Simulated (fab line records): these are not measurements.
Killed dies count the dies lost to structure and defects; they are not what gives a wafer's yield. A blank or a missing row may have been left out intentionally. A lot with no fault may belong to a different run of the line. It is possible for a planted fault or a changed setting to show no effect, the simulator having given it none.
Split-lot experiment || flow gf180mcu || 5 lots, 23 wafers read, on a route of 602 steps

## ABOUT THE SPLIT
At GF_M2_METAL_ETCH_16 (etches the open film in Cl2/BCl3, stops on SiO2, target depth 627.5 nm, time 104.6 s), the setting time_s was moved away from the recipe's 104.6 s on 5 of the 23 wafers read, by -13.6% to +5.3%. This setting was run at the recipe's value on the other wafers.

The reading is taken at the split's own step.

## THE READING
KrF_of_M2_COAT_09.thk_nm (the simulator's own value, which no gauge read), in nm, at GF_M2_METAL_ETCH_16 (etches the open film in Cl2/BCl3, stops on SiO2, target depth 627.5 nm, time 104.6 s). No usual value for it is given in the file. Average 736.1 nm, standard deviation 4.3 nm, over the 18 wafers here run with the recipe.

{"wafer": "L076.2", "tool, chamber at the split": "rie_metal-04, 1", "time_s as run, s": 104.6, "against the recipe": "recipe", "KrF_of_M2_COAT_09.thk_nm, nm": 736.4, "against lot-mates on the recipe": "-"}
{"wafer": "L076.3", "tool, chamber at the split": "rie_metal-04, 0", "time_s as run, s": 104.6, "against the recipe": "recipe", "KrF_of_M2_COAT_09.thk_nm, nm": 736.5, "against lot-mates on the recipe": "-"}
{"wafer": "L076.4", "tool, chamber at the split": "rie_metal-04, 1", "time_s as run, s": 104.6, "against the recipe": "recipe", "KrF_of_M2_COAT_09.thk_nm, nm": 732.1, "against lot-mates on the recipe": "-"}
{"wafer": "L077.1", "tool, chamber at the split": "rie_metal-01, 1", "time_s as run, s": 104.6, "against the recipe": "recipe", "KrF_of_M2_COAT_09.thk_nm, nm": 738.6, "against lot-mates on the recipe": "-"}
{"wafer": "L077.2", "tool, chamber at the split": "rie_metal-01, 0", "time_s as run, s": 104.6, "against the recipe": "recipe", "KrF_of_M2_COAT_09.thk_nm, nm": 739.6, "against lot-mates on the recipe": "-"}
{"wafer": "L077.3", "tool, chamber at the split": "rie_metal-01, 0", "time_s as run, s": 104.6, "against the recipe": "recipe", "KrF_of_M2_COAT_09.thk_nm, nm": 738, "against lot-mates on the recipe": "-"}
{"wafer": "L077.4", "tool, chamber at the split": "rie_metal-01, 1", "time_s as run, s": 104.6, "against the recipe": "recipe", "KrF_of_M2_COAT_09.thk_nm, nm": 741.4, "against lot-mates on the recipe": "-"}
{"wafer": "L077.5", "tool, chamber at the split": "rie_metal-01, 1", "time_s as run, s": 104.6, "against the recipe": "recipe", "KrF_of_M2_COAT_09.thk_nm, nm": 735.7, "against lot-mates on the recipe": "-"}
{"wafer": "L080.1", "tool, chamber at the split": "rie_metal-04, 0", "time_s as run, s": 104.6, "against the recipe": "recipe", "KrF_of_M2_COAT_09.thk_nm, nm": 735.5, "against lot-mates on the recipe": "-"}
{"wafer": "L080.2", "tool, chamber at the split": "rie_metal-04, 1", "time_s as run, s": 90.4, "against the recipe": "-13.6%", "KrF_of_M2_COAT_09.thk_nm, nm": 771.2, "against lot-mates on the recipe": "+35.6"}
{"wafer": "L080.3", "tool, chamber at the split": "rie_metal-04, 0", "time_s as run, s": 104.6, "against the recipe": "recipe", "KrF_of_M2_COAT_09.thk_nm, nm": 733, "against lot-mates on the recipe": "-"}
{"wafer": "L080.4", "tool, chamber at the split": "rie_metal-04, 1", "time_s as run, s": 104.6, "against the recipe": "recipe", "KrF_of_M2_COAT_09.thk_nm, nm": 738.2, "against lot-mates on the recipe": "-"}
{"wafer": "L080.6", "tool, chamber at the split": "rie_metal-04, 0", "time_s as run, s": 90.4, "against the recipe": "-13.6%", "KrF_of_M2_COAT_09.thk_nm, nm": 772.3, "against lot-mates on the recipe": "+36.7"}
{"wafer": "L082.1", "tool, chamber at the split": "rie_metal-04, 0", "time_s as run, s": 104.6, "against the recipe": "recipe", "KrF_of_M2_COAT_09.thk_nm, nm": 731.5, "against lot-mates on the recipe": "-"}
{"wafer": "L082.2", "tool, chamber at the split": "rie_metal-04, 1", "time_s as run, s": 110.1, "against the recipe": "+5.3%", "KrF_of_M2_COAT_09.thk_nm, nm": 717, "against lot-mates on the recipe": -13.0}
{"wafer": "L082.3", "tool, chamber at the split": "rie_metal-04, 0", "time_s as run, s": 110.1, "against the recipe": "+5.3%", "KrF_of_M2_COAT_09.thk_nm, nm": 718, "against lot-mates on the recipe": -12.0}
{"wafer": "L082.4", "tool, chamber at the split": "rie_metal-04, 1", "time_s as run, s": 104.6, "against the recipe": "recipe", "KrF_of_M2_COAT_09.thk_nm, nm": 728.5, "against lot-mates on the recipe": "-"}
{"wafer": "L082.6", "tool, chamber at the split": "rie_metal-04, 1", "time_s as run, s": 110.1, "against the recipe": "+5.3%", "KrF_of_M2_COAT_09.thk_nm, nm": 717.3, "against lot-mates on the recipe": -12.7}
{"wafer": "L083.2", "tool, chamber at the split": "rie_metal-02, 1", "time_s as run, s": 104.6, "against the recipe": "recipe", "KrF_of_M2_COAT_09.thk_nm, nm": 732.4, "against lot-mates on the recipe": "-"}
{"wafer": "L083.3", "tool, chamber at the split": "rie_metal-02, 0", "time_s as run, s": 104.6, "against the recipe": "recipe", "KrF_of_M2_COAT_09.thk_nm, nm": 743.6, "against lot-mates on the recipe": "-"}
{"wafer": "L083.4", "tool, chamber at the split": "rie_metal-02, 1", "time_s as run, s": 104.6, "against the recipe": "recipe", "KrF_of_M2_COAT_09.thk_nm, nm": 731.5, "against lot-mates on the recipe": "-"}
{"wafer": "L083.5", "tool, chamber at the split": "rie_metal-02, 0", "time_s as run, s": 104.6, "against the recipe": "recipe", "KrF_of_M2_COAT_09.thk_nm, nm": 744.4, "against lot-mates on the recipe": "-"}
{"wafer": "L083.6", "tool, chamber at the split": "rie_metal-02, 1", "time_s as run, s": 104.6, "against the recipe": "recipe", "KrF_of_M2_COAT_09.thk_nm, nm": 732.8, "against lot-mates on the recipe": "-"}

FIT RESULTS
A straight line over all 23 wafers: KrF_of_M2_COAT_09.thk_nm changes by -2.81 nm for each +1% of time_s; r = -0.95; the points scatter about the line by 4.2 nm.
The same after taking each lot's own level away (the mean of its wafers on the recipe; 23 wafers): -2.61 nm for each +1%; r = -0.97; scatter 3.2 nm.
On that fit, the largest move of time_s shifts the reading by 35 nm.
The span of the lots' own levels, 730.00 to 738.66 nm, comes to 2.0 times the standard deviation stated above.
So the lot-to-lot level changes the slope little: the two slopes agree.
Check: for one of the wafers moved furthest among these (-13.6%), held out of the fit, the line's prediction against its lot-mates is +35.6 nm. It came out at +35.6 nm against them.

## OTHER SPLITS ON THESE WAFERS
Before the reading, these wafers also passed through other splits. Each is held against what the fit with the lots' levels taken away leaves over:
{"other split on the same wafers": "GF_SALICIDE_SPUTTER_03 time_s", "wafers away from the commonest value": 8, "r with KrF_of_M2_COAT_09.thk_nm (lot level and that fit taken away)": -0.31}
{"other split on the same wafers": "GF_CONTACT_CVD_00 sih4_flow_sccm", "wafers away from the commonest value": 5, "r with KrF_of_M2_COAT_09.thk_nm (lot level and that fit taken away)": -0.12}
{"other split on the same wafers": "GF_CONTACT_CVD_24 temp_c", "wafers away from the commonest value": 8, "r with KrF_of_M2_COAT_09.thk_nm (lot level and that fit taken away)": "+0.05"}
{"other split on the same wafers": "GF_M1_COAT_09 resist_thk_nm", "wafers away from the commonest value": 5, "r with KrF_of_M2_COAT_09.thk_nm (lot level and that fit taken away)": -0.14}
{"other split on the same wafers": "GF_M1_EXPOSE_11 dose_mj", "wafers away from the commonest value": 4, "r with KrF_of_M2_COAT_09.thk_nm (lot level and that fit taken away)": -0.12}
{"other split on the same wafers": "GF_V1_CMP_04 leave_above_ref_nm", "wafers away from the commonest value": 7, "r with KrF_of_M2_COAT_09.thk_nm (lot level and that fit taken away)": -0.28}
{"other split on the same wafers": "GF_V1_ETCH_16 ion_energy_ev", "wafers away from the commonest value": 9, "r with KrF_of_M2_COAT_09.thk_nm (lot level and that fit taken away)": "+0.00"}

## THE WHOLE CHAIN: every reading that the file lists as answering this split, in the file's order
{"step": "GF_M2_METAL_ETCH_16", "what it does": "etches the open film in Cl2/BCl3, stops on SiO2, target depth 627.5 nm, time 104.6 s", "reading": "KrF_of_M2_COAT_09.thk_nm (the simulator's own value, which no gauge read)", "change (the file's fit)": "-2.63 nm for each +1% of the setting", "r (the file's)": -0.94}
{"step": "GF_M2_STRIP_17", "what it does": "strips in O2/N2", "reading": "strip_time_to_endpoint_s", "change (the file's fit)": "withheld for each +1% of the setting", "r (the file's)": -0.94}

## THE FILE'S OWN FIT
KrF_of_M2_COAT_09.thk_nm changes by -2.63 nm for each +1% of time_s, r = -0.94.
